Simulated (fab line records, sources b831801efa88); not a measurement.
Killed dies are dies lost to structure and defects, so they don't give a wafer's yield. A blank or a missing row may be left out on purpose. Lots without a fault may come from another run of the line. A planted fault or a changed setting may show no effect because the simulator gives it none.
Which tool did it? | flow sky130 | 7 lots, 20 wafers sampled, at 1 step of a route of 708

WHAT THE GAUGES READ, wafer by wafer
SKY_FIELD_ISO_THK_MEAS_25.
lot  | measured    | on            | FIELD_ISO_CVD_24_THK (nm)
L237 | day 2 12:21 | film_metro-01 | 583 580 590
L239 | day 2 22:22 | film_metro-01 | 589 597 586
L247 | day 4 15:18 | film_metro-04 | 590 594
L251 | day 5 14:38 | film_metro-04 | 597 595 590
L254 | day 6 03:59 | film_metro-02 | 596 597 598
L256 | day 6 14:38 | film_metro-04 | 596 595 595
L259 | day 7 13:35 | film_metro-01 | 599 610 598

WHICH TOOL RAN EACH LOT (tool, then ch and the chambers of the sampled wafers, then the start)
The record holds no process step before these readings.

THE ANSWER, worked out from the rows above alone
Rule: what is usual is taken from the lots themselves. Put in order of their means at a reading, lots are off if they are a third of the lots or fewer, leave a main group of 4 or more, and stand apart from it by a gap of 3 or more times the standard deviation of the main group's means; of several such gaps the widest counts. A main group whose means are all the same, to the digits that the tables above print for the reading, isn't used. A lot without any number at a reading at which 4 lots or more have one is off too. The other lots that the step has rows for count as sound.
No lot is off at any reading shown: from this, nothing can be told.

WHAT THE SIMULATOR HAD PUT IN
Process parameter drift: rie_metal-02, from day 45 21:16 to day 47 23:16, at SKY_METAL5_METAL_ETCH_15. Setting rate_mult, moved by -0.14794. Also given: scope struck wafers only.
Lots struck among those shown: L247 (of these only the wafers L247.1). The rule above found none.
